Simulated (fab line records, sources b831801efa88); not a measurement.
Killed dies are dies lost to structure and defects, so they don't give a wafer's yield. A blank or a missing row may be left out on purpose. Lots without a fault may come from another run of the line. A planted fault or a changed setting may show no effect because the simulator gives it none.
Chamber matching | flow sky130 | SKY_FIELD_ISO_ETCH_15 on rie_diel-02: 4 sister chambers
The step etches the open film in CHF3/O2, stops on Si, target depth 180 nm, time 72 s. 22 wafers are shown with their chamber, then 11 later ones without.

WAFERS WITH THEIR CHAMBER
wafer  | chamber | drypump_motor_current_A (A) | throttle_valve_pct (%) | oes_product_au (a.u.)
L077.4 | 2       | 6.4                         | 8.830                  | 0.938
L077.5 | 3       | 5.4                         | 8.858                  | 0.938
L077.6 | 0       | 5.1                         | 8.849                  | 0.945
L080.1 | 1       | 6.3                         | 8.843                  | 0.942
L080.3 | 2       | 6.5                         | 8.848                  | 0.941
L080.4 | 0       | 5.1                         | 8.843                  | 0.930
L081.2 | 1       | 6.3                         | 8.857                  | 0.954
L081.5 | 2       | 6.5                         | 8.839                  | 0.953
L081.6 | 1       | 6.3                         | 8.840                  | 0.952
L083.1 | 1       | 6.3                         | 8.835                  | 0.940
L083.4 | 3       | 5.5                         | 8.833                  | 0.942
L083.5 | 2       | 6.5                         | 8.849                  | 0.946
L085.1 | 2       | 6.4                         | 8.838                  | 0.950
L085.3 | 0       | 5.1                         | 8.853                  | 0.957
L085.6 | 3       | 5.5                         | 8.848                  | 0.947
L087.2 | 1       | 6.3                         | 8.826                  | 0.923
L087.4 | 2       | 6.4                         | 8.846                  | 0.944
L087.5 | 0       | 5.1                         | 8.850                  | 0.928
L090.3 | 0       | 5.1                         | 8.848                  | 0.946
L090.5 | 0       | 5.0                         | 8.853                  | 0.954
L090.6 | 1       | 6.3                         | 8.855                  | 0.954
L091.2 | 1       | 6.3                         | 8.844                  | 0.953

SIGNATURES (means of the wafers above)
reading                 | chamber 0 | chamber 1 | chamber 2 | chamber 3 | scatter within a chamber
drypump_motor_current_A | 5.083     | 6.300     | 6.450     | 5.467     | 0.0408
throttle_valve_pct      | 8.84933   | 8.84286   | 8.84167   | 8.84633   | 0.00869
oes_product_au          | 0.94333   | 0.94543   | 0.94533   | 0.94233   | 0.00975
Rule: a wafer's distance from a chamber is the root of the sum, over the readings, of the square of ((its reading less the chamber's mean) divided by the reading's scatter). The wafer belongs to the nearest chamber; if the next one is less than 2 further off, it can't be placed. The scatter: the root of (the sum of the squares of (reading less its chamber's mean) over the shown wafers, divided by (wafers less chambers)).

WAFERS WITHOUT THEIR CHAMBER
wafer  | drypump_motor_current_A (A) | throttle_valve_pct (%) | oes_product_au (a.u.)
L091.4 | 5.4                         | 8.848                  | 0.941
L091.5 | 5.1                         | 8.845                  | 0.949
L093.2 | 6.4                         | 8.842                  | 0.950
L093.3 | 6.3                         | 8.845                  | 0.941
L093.5 | 5.4                         | 8.839                  | 0.946
L094.1 | 6.4                         | 8.860                  | 0.955
L094.2 | 5.4                         | 8.851                  | 0.949
L094.6 | 5.1                         | 8.841                  | 0.961
L095.1 | 6.5                         | 8.847                  | 0.947
L095.2 | 5.1                         | 8.840                  | 0.951
L095.3 | 6.3                         | 8.861                  | 0.947

WHICH CHAMBER EACH WENT THROUGH
wafer  | from the rows above     | in truth
L091.4 | 3                       | 3
L091.5 | 0                       | 0
L093.2 | can't be placed: 2 or 1 | 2
L093.3 | 1                       | 1
L093.5 | 3                       | 3
L094.1 | can't be placed: 2 or 1 | 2
L094.2 | 3                       | 3
L094.6 | 0                       | 0
L095.1 | 2                       | 2
L095.2 | 0                       | 0
L095.3 | 1                       | 1
Placed correctly: 9 of 11. Can't be placed from these rows: 2 (the true chamber is among the candidates in 2). Placed wrongly: 0.
